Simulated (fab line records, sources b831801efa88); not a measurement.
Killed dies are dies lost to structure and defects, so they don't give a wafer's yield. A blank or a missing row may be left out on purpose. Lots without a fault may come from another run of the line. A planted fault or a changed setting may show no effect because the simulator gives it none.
Chamber matching | flow gf180mcu | GF_CONTACT_CMP_27 on cmp-01: 4 sister chambers
The step polishes, stops on SiO2, t overpolish 15 s, target thk 0 nm. 8 wafers are shown with their chamber, then 8 later ones without.

WAFERS WITH THEIR CHAMBER
wafer  | chamber | motor_current_A (A) | overpolish_run_s (s)
L209.1 | 0       | 11.3                | 15.003
L210.6 | 2       | 10.1                | 15.017
L213.1 | 1       | 11.6                | 15.001
L215.1 | 3       | 9.6                 | 15.001
L215.2 | 2       | 10.0                | 14.993
L215.3 | 0       | 10.4                | 14.985
L216.1 | 3       | 9.1                 | 14.996
L216.3 | 1       | 12.6                | 15.005

WAFERS WITHOUT THEIR CHAMBER
wafer  | motor_current_A (A) | overpolish_run_s (s)
L216.5 | 11.0                | 15.008
L217.1 | 11.1                | 15.007
L217.2 | 12.2                | 14.994
L217.5 | 11.0                | 15.005
L222.1 | 9.6                 | 14.987
L222.3 | 10.4                | 14.997
L223.1 | 11.4                | 14.990
L223.6 | 9.1                 | 15.011

WHICH CHAMBER EACH WENT THROUGH
wafer  | from the rows above          | in truth
L216.5 | can't be placed: 0 or 2 or 1 | 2
L217.1 | can't be placed: 0 or 1 or 2 | 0
L217.2 | can't be placed: 1 or 0      | 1
L217.5 | can't be placed: 0 or 2 or 1 | 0
L222.1 | can't be placed: 3 or 2 or 0 | 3
L222.3 | can't be placed: 0 or 2 or 3 | 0
L223.1 | can't be placed: 0 or 1 or 2 | 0
L223.6 | can't be placed: 3 or 2      | 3
Placed correctly: 0 of 8. Can't be placed from these rows: 8 (the true chamber is among the candidates in 8). Placed wrongly: 0.
How it was worked out, from the rows above alone: a wafer's distance from a chamber is the root of the sum, over the readings, of the square of ((its reading less the chamber's mean) divided by the reading's scatter). The wafer belongs to the nearest chamber; if the next one is less than 2 further off, it can't be placed. A chamber's mean is the mean of its shown wafers. The scatter: the root of (the sum of the squares of (reading less its chamber's mean) over the shown wafers, divided by (wafers less chambers)).
